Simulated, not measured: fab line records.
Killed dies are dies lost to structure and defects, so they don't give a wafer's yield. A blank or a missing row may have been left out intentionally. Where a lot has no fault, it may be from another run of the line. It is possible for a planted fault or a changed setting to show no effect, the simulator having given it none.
Which tool did it?    flow gf180mcu    42 wafers from 14 lots sampled at 3 of the route's 602 steps

== WHAT THE GAUGES SHOWED, per wafer ==
GF_DNWELL_TW_MEAS_09. Usual: DNWELL_TW 1350, standard deviation 10.
lot   measured     on            DNWELL_TW       flag
L997  day 2 14:37  filmMetro-04  1345 1348 1341  
L999  day 3 05:24  filmMetro-03  1334 1322 1328  
L100  day 3 09:44  filmMetro-04  1340 1348 1344  
L102  day 3 20:50  filmMetro-04  1346 1353 1342  
L103  day 4 01:02  filmMetro-03  1348 1353 1349  
L107  day 5 00:25  filmMetro-04  1682 1672 1681  OFF
L108  day 5 05:43  filmMetro-03  1356 1352 1356  
L109  day 5 10:50  filmMetro-02  1685 1687 1685  OFF
L112  day 6 04:20  filmMetro-04  1700 1704 1699  OFF
L113  day 6 07:58  filmMetro-03  1354 1354 1353  
L116  day 7 03:19  filmMetro-02  1346 1345 1344  
L117  day 7 03:50  filmMetro-02  1348 1352 1346  
L119  day 7 15:54  filmMetro-03  1373 1372 1373  
L120  day 7 20:56  filmMetro-03  1367 1369 1369  

== WHICH TOOL RAN EACH LOT (tool, then ch and the chambers of the sampled wafers, then the start) ==
lot   GF_STI_CMP_25                 GF_DNWELL_IMPLANT_07
L997  cmp-02 ch 1,2,3, day 2 00:20  implanter-01 ch 0, day 2 14:25
L999  cmp-02 ch 0,1,2, day 2 14:23  implanter-03 ch 0, day 3 05:10
L100  cmp-02 ch 1,3, day 2 19:23    implanter-01 ch 0, day 3 09:29
L102  cmp-01 ch 1,3, day 3 05:44    implanter-03 ch 0, day 3 20:37
L103  cmp-01 ch 1,2,3, day 3 09:32  implanter-03 ch 0, day 4 00:47
L107  cmp-01 ch 0,1,3, day 4 07:29  implanter-01 ch 0, day 4 23:51
L108  cmp-02 ch 0,2,3, day 4 12:29  implanter-01 ch 0, day 5 05:29
L109  cmp-02 ch 0,1,3, day 4 18:08  implanter-02 ch 0, day 5 10:14
L112  cmp-01 ch 0,2,3, day 5 08:50  implanter-03 ch 0, day 6 03:40
L113  cmp-01 ch 1,2, day 5 14:48    implanter-03 ch 0, day 6 07:43
L116  cmp-01 ch 0,1,3, day 6 08:23  implanter-03 ch 0, day 7 03:06
L117  cmp-02 ch 0,2,3, day 6 10:17  implanter-01 ch 0, day 7 03:35
L119  cmp-01 ch 0,1,3, day 6 22:01  implanter-01 ch 0, day 7 15:40
L120  cmp-01 ch 0,1,2, day 7 02:17  implanter-02 ch 0, day 7 20:41
- GF_STI_CMP_25: polishes, stops on Si3N4, t overpolish 33 s, target thk 524.6 nm.
- GF_DNWELL_IMPLANT_07

== WHAT THE TOOLS THEMSELVES READ (means of the sampled wafers that have a number; where no wafer has one, the mark that the record gives instead) ==
GF_STI_CMP_25. Usual: motorCurrentA 11.9 A, standard deviation 1.3; overpolishRunS 33.000 s, standard deviation 0.0089; timeToEndpointS 122 s, standard deviation 3.5.
lot   tool    motorCurrentA (A)  overpolishRunS (s)  timeToEndpointS (s)  flag
L997  cmp-02  11.8               32.999              122                  
L999  cmp-02  12.8               32.995              117                  
L100  cmp-02  10.9               33.001              123                  
L102  cmp-01  12.0               33.004              117                  
L103  cmp-01  12.1               33.006              120                  
L107  cmp-01  11.8               33.001              118                  
L108  cmp-02  12.3               32.999              122                  
L109  cmp-02  11.9               33.001              122                  
L112  cmp-01  10.8               33.005              120                  
L113  cmp-01  12.7               32.998              124                  
L116  cmp-01  12.1               32.999              123                  
L117  cmp-02  12.5               33.007              119                  
L119  cmp-01  11.6               33.001              123                  
L120  cmp-01  11.6               32.992              122                  

== THE ANSWER, worked out from the rows above alone ==
Rule: a lot counts as off when the mean over its wafers that have a number is more than 3 standard deviations away from the usual mean. A lot without any number at a reading at which 4 lots or more have one is off too. Where the step has rows for the other lots, those lots are counted as sound. The gauges are gone through in route order, then the tools' own readings, and for those a lot's mean is taken as printed above. The first step at which some lot is off is used, and at that step the reading that is off furthest; a lot without a number counts as furthest.
Off: L107, L109, L112, seen at GF_DNWELL_TW_MEAS_09 (DNWELL_TW).
If a tool, at a process step before that reading, ran all the lots that are off and no sound lot after the first of them, it fits. Gauges at GF_DNWELL_TW_MEAS_09: tried the same way as those tools. No candidate that was tried fits.

== WHAT THE SIMULATOR HAD INSERTED ==
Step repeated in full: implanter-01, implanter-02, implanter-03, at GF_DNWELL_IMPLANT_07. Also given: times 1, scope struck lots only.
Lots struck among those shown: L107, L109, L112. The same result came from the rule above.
